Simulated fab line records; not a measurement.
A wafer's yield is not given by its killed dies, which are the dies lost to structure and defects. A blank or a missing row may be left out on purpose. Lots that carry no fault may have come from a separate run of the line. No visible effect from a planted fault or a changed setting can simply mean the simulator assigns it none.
Problem report in the 8D (eight disciplines) form, filled by code ; flow sky130 ; the parts of the form that need people (team, actions taken, sign-off) are left out

## 1. THE PROBLEM
Wafers without a fault read 90.002, standard deviation 0.016; ramp down c per s at SKY_SD_N_RTA_14 reads a mean of 36.003 on 9 wafers belonging to 3 lots. So: -99 or more standard deviations from the usual mean.
The step: time 2 s.
Seen first at day 29 20:10 on rtp anneal-02, wafer L243.1. Wafers with a number at this step in the record: 21, from 7 lots. The rule behind "out" and "out of limits": a value lying over 4 standard deviations away from the usual mean. The rest of the wafers with a number are treated as sound.

## 2. WHAT IT IS, AND WHAT IT ISN'T
question;is;is not
which readings at this step;ramp down c per s;lamp power pct
which lots;L243, L245, L248;L242, L250, L257, L260
which wafers of those lots;all that have a number;-
read on which tools;rtp anneal-02;rtp anneal-01
when;from day 29 20:10;"up to then (3 sound wafers); but 9 sound wafers of L250, L257, L260 came after"

## 3. SUSPECTS, AND WHAT RULES EACH OUT
Counting: a tool stays on the suspect list if, at a process step up to the reading, it processed all lots that are out and no sound lot following the first of them.
- rtp anneal-02 at SKY_SD_N_RTA_14 (time 2 s): ruled out as a lasting fault. After its first lot that is out, L243 (day 29 20:10), sound lots L257 ran on it.
Left after counting: nothing in the record.

## 4. THE CAUSE (what the simulator had put in)
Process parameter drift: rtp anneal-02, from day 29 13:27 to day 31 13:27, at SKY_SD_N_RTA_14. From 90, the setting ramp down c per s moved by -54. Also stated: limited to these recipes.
Counting ruled it out, wrongly.

## 5. THE CHAIN OF EFFECTS, in route order
One row per reading whose mean, taken over the struck wafers that have a number, lies over 3 standard deviations from the usual. Readings are gone through only where the record gives a usual standard deviation; hours: the median, over the lots, of the time from a lot's start at the first step in this table giving one to that lot's start at this step; sigmas: the change measured in usual standard deviations.
hours;step;reading;usual;on struck wafers;change;sigmas
0;SKY_SD_N_RTA_14;ramp down c per s;90.002;36.003;-53.999;-99 or more
Its process steps:
- SKY_SD_N_RTA_14: time 2 s.

## 6. HOW IT WOULD HAVE BEEN CAUGHT EARLIER
In this record no reading fell out of limits until day 29 20:10, 7 hours after the fault had begun at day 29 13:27.
